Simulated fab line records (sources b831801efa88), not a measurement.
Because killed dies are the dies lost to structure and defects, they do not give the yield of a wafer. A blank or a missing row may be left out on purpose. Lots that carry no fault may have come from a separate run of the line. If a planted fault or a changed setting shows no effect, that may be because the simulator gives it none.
fab line records    flow gf180mcu
record: lots: 14  wafers: 42  lastDay: 34
route steps=602 shown V5@542 TOP_METAL@581 PASSIVATION@587
lots with no fault: from the same line, run without faults
startH: the number of hours between the record's first day and the start of the first shown wafer of the lot    waitH: hours from the lot's prior step to this one    " repeats the value in the row above    L1.1+2: a row that stands for several wafers    - value missing, or start not given    * or withheld: withheld    < > ~ a bound
route shown NAME@n: a module of which the file shows steps, and the number in the route of the first    usual: mean/standard deviation taken from wafers without a fault    same: alike in all rows    chamber/n: place in a boat    sites: per-site readings    _std_site: the standard deviation of these    _edge_site: mean of outer sites minus mean of inner sites    radiusMm: for every site, how far away it sits from the centre of the wafer    mask NAME#n: copy n    behind: the most recent tool/chamber to have shaped the wafer    hold: cause of the lot's hold/its duration in hours/its outcome    device: whichever transistor did not switch (one of n, p or np)    end of line: tests of these same wafers at the route's end    where a step has no rows: the recipe by itself    killed: the dies lost at the first sort to structure and to defects; this is not the yield of the wafer    map: per-die view of a wafer (x killed, . not killed, _ where there is no die)
set.NAME: setting as actually run; set.NAME@STEP: the setting as run at that earlier step    model.NAME: the simulator's own value behind a step, which no gauge read
steps of the route over a sample of lots; a table a step, a row a wafer
services: the hour from which a tool's chamber was out of use, counted from the record's first day as startH (under 0 if before that day), plus the number of hours and why
== steps ==
step: GF_V5_CVD_02
recipe: material: SiO2  targetThkNm: 1450  precursor: TEOS  tempC: 400  timeS: 163.28  rfW: 600
usual: heaterPowerW: 685/110
lot.wafer  tool      chamber  startH  waitH  heaterPowerW
L538.2     pecvd-01  2        607.78  0.0    613
L538.4     "         0        "       "      593
L538.6     "         2        "       "      528
L539.4     pecvd-01  0        610.94  0.1    482
L539.5     "         2        "       "      523
L539.6     "         1        "       "      615
L542.1     pecvd-03  2        642.88  0.1    729
L542.2     "         1        "       "      742
L542.3     "         0        "       "      801
L543.2     pecvd-03  1        650.78  0.0    675
L543.3     "         2        "       "      755
L543.5     "         2        "       "      818
L544.2     pecvd-03  0        656.83  0.0    838
L544.4     "         1        "       "      592
L544.6     "         2        "       "      699
L545.1     pecvd-04  2        665.35  0.1    849
L545.3     "         0        "       "      595
L545.5     "         0        "       "      468
L547.1     pecvd-03  2        673.16  0.1    827
L547.3     "         1        "       "      610
L547.5     "         2        "       "      659
L548.1     pecvd-03  2        683.09  0.1    845
L548.4     "         2        "       "      680
L548.6     "         1        "       "      751
L549.4     pecvd-04  1        696.26  0.1    561
L549.5     "         2        "       "      697
L549.6     "         0        "       "      582
L550.1     pecvd-04  0        702.67  0.1    611
L550.2     "         1        "       "      708
L550.5     "         0        "       "      465
L551.3     pecvd-04  1        705.27  0.0    598
L551.5     "         0        "       "      622
L551.6     "         2        "       "      831
L559.1     pecvd-01  2        753.27  0.1    595
L559.4     "         1        "       "      746
L559.6     "         0        "       "      601
L560.2     pecvd-01  2        754.48  0.0    654
L560.3     "         0        "       "      544
L560.5     "         0        "       "      583
L561.1     pecvd-03  0        763.66  0.1    806
L561.3     "         1        "       "      722
L561.6     "         1        "       "      601
step: GF_TOP_METAL_CD_MEAS_14
recipe: targetCdNm: 440
usual: cdNm: 440.5/2.1
lot.wafer  tool      chamber  startH  waitH  cdNm
L538.2     cdSem-02  -        650.32  0.1    439.8
L538.4     "         -        "       "      439.0
L538.6     "         -        "       "      440.3
L539.4     cdSem-01  -        653.66  0.1    440.1
L539.5     "         -        "       "      440.4
L539.6     "         -        "       "      439.8
L542.1     cdSem-02  -        684.79  0.1    441.2
L542.2     "         -        "       "      439.8
L542.3     "         -        "       "      439.9
L543.2     cdSem-01  -        691.42  0.1    440.6
L543.3     "         -        "       "      441.7
L543.5     "         -        "       "      441.7
L544.2     cdSem-01  -        695.92  0.1    445.2
L544.4     "         -        "       "      444.4
L544.6     "         -        "       "      443.2
L545.1     cdSem-02  -        705.50  0.1    438.1
L545.3     "         -        "       "      439.3
L545.5     "         -        "       "      439.3
L547.1     cdSem-01  -        712.42  0.2    438.3
L547.3     "         -        "       "      439.2
L547.5     "         -        "       "      436.9
L548.1     cdSem-01  -        722.05  0.1    438.8
L548.4     "         -        "       "      439.2
L548.6     "         -        "       "      440.6
L549.4     cdSem-01  -        734.85  0.1    440.2
L549.5     "         -        "       "      442.9
L549.6     "         -        "       "      442.5
L550.1     cdSem-01  -        740.00  0.1    439.9
L550.2     "         -        "       "      440.8
L550.5     "         -        "       "      442.0
L551.3     cdSem-02  -        742.08  0.1    439.7
L551.5     "         -        "       "      439.4
L551.6     "         -        "       "      440.2
L559.1     cdSem-02  -        787.15  0.1    439.3
L559.4     "         -        "       "      438.7
L559.6     "         -        "       "      441.9
L560.2     cdSem-02  -        787.82  0.1    439.5
L560.3     "         -        "       "      438.7
L560.5     "         -        "       "      440.1
L561.1     cdSem-01  -        797.30  0.1    439.5
L561.3     "         -        "       "      440.7
L561.6     "         -        "       "      437.6
step: GF_TOP_METAL_METAL_ETCH_16
recipe: chemistry: Cl2/BCl3  maskMaterial: NOVOLAK  targetDepthNm: 1077.5  stopOn: SiO2  pressureMtorr: 8  icpW: 800  biasW: 140  Cl2_flow_sccm: 80  bcl3FlowSccm: 40  timeS: 175.1
usual: bcl3FlowSccm: 40.00/0.12  biasW: 140.0/0.41  chamberPressureMTorr: 8.001/0.0074  drypumpMotorCurrentA: 5.53/0.22  oesProductAu: 0.978/0.0087  throttleValvePct: 28.243/0.012
lot.wafer  tool         chamber  startH  waitH  bcl3FlowSccm  biasW  chamberPressureMTorr  drypumpMotorCurrentA  oesProductAu  rfHoursCounterH  throttleValvePct
L538.2     rieMetal-01  1        650.45  0.0    39.82         140.5  8.005                 5.62                  0.995         1                28.224
L538.4     "            1        "       "      40.03         140.5  7.997                 5.63                  0.978         -                28.259
L538.6     "            0        "       "      40.00         140.0  8.018                 5.62                  0.986         -                28.225
L539.4     rieMetal-02  1        653.81  0.1    40.27         139.9  8.003                 5.27                  0.975         -                28.232
L539.5     "            1        "       "      40.16         140.7  8.006                 5.24                  0.985         -                28.229
L539.6     "            0        "       "      40.08         141.0  7.998                 5.31                  0.977         -                28.275
L542.1     rieMetal-02  0        684.95  0.0    39.81         139.8  8.007                 5.32                  0.973         5                28.260
L542.2     "            1        "       "      39.94         140.5  7.994                 5.26                  0.975         7                28.236
L542.3     "            0        "       "      39.98         140.0  7.981                 5.33                  0.973         -                28.253
L543.2     rieMetal-02  0        691.55  0.0    40.11         140.3  8.006                 5.32                  0.978         5                28.249
L543.3     "            0        "       "      40.17         139.8  8.004                 5.32                  0.977         -                28.229
L543.5     "            0        "       "      39.93         140.3  8.000                 5.32                  0.971         -                28.250
L544.2     rieMetal-01  0        696.05  0.0    40.30         139.9  8.002                 5.61                  0.981         0                28.254
L544.4     "            1        "       "      39.98         140.3  8.010                 5.61                  0.980         -                28.237
L544.6     "            1        "       "      39.91         140.3  7.997                 5.63                  0.978         -                28.240
L545.1     rieMetal-01  1        705.65  0.0    39.95         139.9  7.987                 5.62                  0.971         3                28.248
L545.3     "            1        "       "      40.03         139.8  7.992                 5.59                  0.964         -                28.256
L545.5     "            1        "       "      40.18         139.4  8.003                 5.63                  0.974         -                28.239
L547.1     rieMetal-01  0        712.57  0.0    40.00         139.8  8.013                 5.62                  0.984         1                28.242
L547.3     "            0        "       "      40.09         139.6  8.000                 5.61                  0.990         -                28.231
L547.5     "            0        "       "      40.13         139.5  7.993                 5.59                  0.986         -                28.240
L548.1     rieMetal-02  0        722.20  0.0    39.82         140.0  8.000                 5.34                  0.967         6                28.258
L548.4     "            1        "       "      40.12         140.7  7.995                 5.26                  0.981         -                28.236
L548.6     "            1        "       "      40.03         140.6  7.995                 5.26                  0.979         -                28.249
L549.4     rieMetal-02  0        735.01  0.1    -             -      -                     -                     -             -                -
L549.5     "            0        "       "      -             -      -                     -                     -             -                -
L549.6     "            1        "       "      -             -      -                     -                     -             -                -
L550.1     rieMetal-01  0        740.15  0.0    -             -      -                     -                     -             -                -
L550.2     "            1        "       "      -             -      -                     -                     -             -                -
L550.5     "            0        "       "      -             -      -                     -                     -             -                -
L551.3     rieMetal-01  1        742.26  0.1    39.98         139.9  7.998                 5.60                  0.989         -                28.250
L551.5     "            1        "       "      39.93         139.9  7.989                 5.60                  0.994         -                28.240
L551.6     "            0        "       "      39.91         141.2  7.996                 5.61                  0.984         -                28.243
L559.1     rieMetal-02  0        787.30  0.0    39.78         140.5  8.003                 5.32                  0.959         10               28.255
L559.4     "            0        "       "      39.96         140.2  7.997                 5.32                  0.962         -                28.258
L559.6     "            1        "       "      39.91         139.5  8.001                 5.27                  0.984         -                28.220
L560.2     rieMetal-01  0        787.95  0.0    39.82         140.1  7.993                 5.63                  0.975         5                28.247
L560.3     "            1        "       "      40.04         140.9  8.005                 5.59                  0.975         -                28.244
L560.5     "            1        "       "      40.08         139.8  8.011                 5.60                  0.977         -                28.232
L561.1     rieMetal-02  0        797.45  0.0    39.90         140.3  7.999                 5.31                  0.964         11               28.265
L561.3     "            0        "       "      39.98         140.0  7.988                 5.32                  0.960         -                28.270
L561.6     "            0        "       "      39.96         140.7  8.004                 5.32                  0.965         -                28.229
step: GF_TOP_METAL_STRIP_17
recipe: chemistry: O2/N2  powerW: 1400  pressureMtorr: 1500  platenTempC: 250  o2FlowSccm: 3000  n2FlowSccm: 300  overashFraction: 0.5
usual: chamberPressureMTorr: 1500.0/1.3  drypumpMotorCurrentA: 5.8/0.55  heaterPowerW: 315/48  oesProductAu: 0.711/0.0047  stripTimeToEndpointS: 13.59/0.13
lot.wafer  tool            chamber  startH  waitH  chamberPressureMTorr  drypumpMotorCurrentA  heaterPowerW  oesProductAu  rfHoursCounterH  stripTimeToEndpointS
L538.2     plasmaAsher-02  0        650.63  0.1    1503.6                6.4                   287           0.716         86               13.50
L538.4     "               1        "       "      1499.8                5.6                   300           0.713         -                13.47
L538.6     "               0        "       "      1499.9                6.4                   287           0.709         -                13.57
L539.4     plasmaAsher-04  0        653.96  0.1    1500.3                5.9                   281           0.713         -                13.59
L539.5     "               1        "       "      1498.3                6.4                   329           0.716         -                13.54
L539.6     "               0        "       "      1500.7                5.9                   274           0.698         -                13.74
L542.1     plasmaAsher-04  1        685.12  0.1    1498.0                6.4                   340           0.708         25               13.79
L542.2     "               0        "       "      1498.7                5.9                   273           0.712         25               13.71
L542.3     "               1        "       "      1498.1                6.4                   336           0.704         -                13.80
L543.2     plasmaAsher-04  0        691.73  0.1    1503.0                5.9                   279           0.713         27               13.76
L543.3     "               1        "       "      1497.3                6.4                   338           0.706         -                13.71
L543.5     "               1        "       "      1499.3                6.5                   335           0.714         -                13.73
L544.2     plasmaAsher-01  1        696.23  0.1    1498.7                4.7                   283           0.708         110              13.58
L544.4     "               1        "       "      1502.3                4.7                   279           0.709         -                13.64
L544.6     "               1        "       "      1501.4                4.8                   280           0.705         -                13.52
L545.1     plasmaAsher-02  1        705.83  0.1    1499.2                5.7                   305           0.716         90               13.56
L545.3     "               1        "       "      1497.8                5.6                   299           0.711         -                13.49
L545.5     "               0        "       "      1500.4                6.4                   288           0.715         -                13.54
L547.1     plasmaAsher-01  1        712.75  0.1    1501.0                4.8                   272           0.705         112              13.50
L547.3     "               0        "       "      1500.4                5.7                   426           0.713         -                13.44
L547.5     "               0        "       "      1501.4                5.7                   408           0.714         -                13.48
L548.1     plasmaAsher-01  0        722.38  0.1    1501.4                5.7                   415           0.722         113              13.74
L548.4     "               1        "       "      1499.7                4.7                   276           0.713         -                13.64
L548.6     "               1        "       "      1501.1                4.7                   279           0.711         -                13.68
L549.4     plasmaAsher-02  1        735.16  0.1    1497.9                5.6                   310           0.714         -                18.25
L549.5     "               0        "       "      1498.8                6.4                   292           0.705         -                18.34
L549.6     "               1        "       "      1500.3                5.6                   296           0.710         -                18.29
L550.1     plasmaAsher-02  1        740.33  0.1    1500.0                5.6                   302           0.718         94               18.16
L550.2     "               0        "       "      1501.7                6.4                   283           0.712         94               18.15
L550.5     "               0        "       "      1500.2                6.4                   292           0.718         -                18.22
L551.3     plasmaAsher-04  0        742.41  0.1    1498.9                5.9                   275           0.714         -                13.41
L551.5     "               1        "       "      1498.5                6.5                   327           0.713         -                13.42
L551.6     "               0        "       "      1498.3                5.9                   276           0.709         -                13.58
L559.1     plasmaAsher-01  0        787.48  0.1    1499.0                5.6                   424           0.706         5                13.89
L559.4     "               1        "       "      1499.8                4.7                   280           0.704         -                13.85
L559.6     "               0        "       "      1500.9                5.7                   431           0.712         -                13.60
L560.2     plasmaAsher-04  0        788.13  0.1    1499.3                5.9                   268           0.710         37               13.66
L560.3     "               0        "       "      1498.8                5.9                   269           0.710         -                13.54
L560.5     "               0        "       "      1499.0                5.9                   271           0.711         -                13.51
L561.1     plasmaAsher-04  1        797.63  0.1    1497.9                6.5                   334           0.722         38               13.85
L561.3     "               1        "       "      1501.7                6.4                   334           0.710         -                13.80
L561.6     "               0        "       "      1500.0                5.9                   275           0.718         -                13.75
step: GF_PASSIVATION_CVD_00
recipe: material: SiO2  targetThkNm: 1000  precursor: TEOS  tempC: 400  timeS: 111.95  rfW: 600
usual: heaterPowerW: 691/110
lot.wafer  tool      chamber  startH  waitH  heaterPowerW
L538.2     pecvd-01  0        651.16  0.0    580
L538.4     "         1        "       "      624
L538.6     "         0        "       "      474
L539.4     pecvd-03  2        654.50  0.0    864
L539.5     "         0        "       "      681
L539.6     "         1        "       "      597
L542.1     pecvd-01  2        685.66  0.0    617
L542.2     "         1        "       "      756
L542.3     "         0        "       "      568
L543.2     pecvd-02  0        692.34  0.0    637
L543.3     "         1        "       "      859
L543.5     "         0        "       "      514
L544.2     pecvd-03  2        696.80  0.0    818
L544.4     "         0        "       "      693
L544.6     "         2        "       "      688
L545.1     pecvd-01  0        706.40  0.0    570
L545.3     "         2        "       "      619
L545.5     "         2        "       "      519
L547.1     pecvd-02  2        713.32  0.0    755
L547.3     "         1        "       "      895
L547.5     "         2        "       "      629
L548.1     pecvd-02  2        722.92  0.0    756
L548.4     "         0        "       "      536
L548.6     "         2        "       "      761
L551.3     pecvd-02  0        743.01  0.0    579
L551.5     "         1        "       "      899
L551.6     "         0        "       "      633
L559.1     pecvd-03  2        788.10  0.0    856
L559.4     "         1        "       "      730
L559.6     "         2        "       "      678
L560.2     pecvd-03  2        788.67  0.0    827
L560.3     "         1        "       "      696
L560.5     "         0        "       "      691
L561.1     pecvd-01  1        798.16  0.0    761
L561.3     "         2        "       "      641
L561.6     "         0        "       "      598
== services ==
tool            chamber  startH  hours  kind
pecvd-03        -        591.12  14.0   pm
pecvd-03        0        591.12  14.0   ventCycle
pecvd-03        1        591.12  14.0   ventCycle
pecvd-03        2        591.12  14.0   ventCycle
pecvd-02        2        591.97  23.2   repair
rieMetal-01     -        594.03  1.4    pm
plasmaAsher-04  -        600.24  10.6   repair
rieMetal-01     -        615.13  2.8    pm
plasmaAsher-04  -        624.28  3.9    repair
pecvd-01        2        652.04  2.7    repair
pecvd-04        -        654.47  0.6    repair
pecvd-01        -        662.68  0.8    repair
plasmaAsher-01  -        664.22  3.0    repair
plasmaAsher-02  -        671.76  19.6   repair
plasmaAsher-01  -        680.07  13.5   repair
pecvd-01        0        708.08  5.6    repair
pecvd-02        1        721.65  2.7    repair
plasmaAsher-01  -        733.75  9.0    pm
pecvd-01        2        734.61  6.5    repair
plasmaAsher-01  -        743.66  1.0    repair
pecvd-04        -        753.75  6.0    pm
pecvd-02        1        756.62  4.6    repair
pecvd-02        -        770.83  3.4    repair
plasmaAsher-02  -        793.45  12.2   repair
== key ==
firstSign: step: GF_TOP_METAL_METAL_ETCH_16  reading: toolRecord  direction: missing
effect: step: GF_TOP_METAL_STRIP_17  reading: stripTimeToEndpointS  direction: up  sigmas: 35  usual: *  struck: *
metAt GF_TOP_METAL_METAL_ETCH_16
struckLots L549,L550
laterRowsLeftOut L549.4,L549.5,L549.6,L550.1,L550.2,L550.5
sortLeftOut L549.4,L549.5,L549.6,L550.1,L550.2,L550.5
notActingAt GF_V5_CVD_02,GF_TOP_METAL_CD_MEAS_14,GF_PASSIVATION_CVD_00
onsetBetween 722.20 735.01
fault: kind: skippedStepWhole  tool: rieMetal-01,rieMetal-02  chamber: -  onsetH: 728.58  steps: GF_TOP_METAL_METAL_ETCH_16  scope: struckLotsOnly
sortLeftOut: the simulated sort isn't trusted on such a fault, so these wafers' sort isn't shown, and their yield isn't known
laterRowsLeftOut: the simulator's readings of these wafers behind a module that went badly wrong aren't trusted and aren't shown, but for the sort
